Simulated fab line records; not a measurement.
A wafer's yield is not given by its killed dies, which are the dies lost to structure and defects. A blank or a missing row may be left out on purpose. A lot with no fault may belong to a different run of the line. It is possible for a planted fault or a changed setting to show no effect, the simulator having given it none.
Chamber matching ; flow sky130 ; SKY_POLY_CUT_ETCH_10 on rie-diel-04: 4 sister chambers
The step etches BARC in N2/H2, stops on SiO2, time 45.9 s, target depth 60 nm. 16 wafers are shown with their chamber, then 8 later ones without.

EACH WAFER AND ITS CHAMBER
wafer;chamber;drypump-motor-current-A (A);throttle-valve-pct (%);h2-flow-sccm (sccm)
L076.1;0;5.2;13.215;200.2
L076.2;1;5.3;13.223;199.5
L076.3;3;4.7;13.224;199.4
L080.1;3;4.7;13.237;200.8
L080.2;2;5.5;13.220;199.7
L080.4;0;5.2;13.240;199.4
L084.1;2;5.5;13.224;199.3
L084.2;3;4.8;13.236;200.5
L084.4;0;5.2;13.242;199.3
L087.2;2;5.4;13.221;201.4
L087.3;1;5.3;13.230;200.3
L087.4;3;4.8;13.230;199.9
L088.2;0;5.2;13.214;199.2
L088.5;0;5.2;13.235;199.4
L088.6;1;5.3;13.219;200.2
L092.1;2;5.5;13.225;200.9

SIGNATURES (means of the wafers above)
reading;chamber 0;chamber 1;chamber 2;chamber 3;scatter within a chamber
drypump-motor-current-A;5.200;5.300;5.475;4.750;0.0382
throttle-valve-pct;13.22920;13.22400;13.22250;13.23175;0.00882
h2-flow-sccm;199.500;200.000;200.325;200.150;0.653
Rule: distance of a wafer from a chamber = root of the sum over the readings of ((wafer's reading minus chamber's mean) / reading's scatter) squared. If the next closest chamber is less than 2 further off than the closest, the wafer can't be placed; otherwise it belongs to the closest. The scatter: take each reading less its chamber's mean, square it, sum over the shown wafers, divide by the number of wafers less the number of chambers, and take the root.

WAFERS WITH NO CHAMBER GIVEN
wafer;drypump-motor-current-A (A);throttle-valve-pct (%);h2-flow-sccm (sccm)
L092.2;5.3;13.224;198.9
L092.6;5.3;13.209;200.2
L094.4;5.3;13.222;199.4
L094.5;4.8;13.225;200.0
L094.6;5.2;13.231;200.4
L095.1;5.4;13.232;200.2
L095.3;5.3;13.225;199.9
L095.4;5.2;13.227;200.0

CHAMBER TAKEN BY EACH
wafer;from the rows above;in truth
L092.2;can't be placed: 1 or 0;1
L092.6;can't be placed: 1 or 0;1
L094.4;can't be placed: 1 or 0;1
L094.5;3;3
L094.6;can't be placed: 0 or 1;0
L095.1;can't be placed: 2 or 1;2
L095.3;1;1
L095.4;can't be placed: 0 or 1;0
Correctly placed: 2 of 8. From these rows, 6 cannot be placed; in 6 the true chamber is one of the candidates. Wrongly placed: 0.
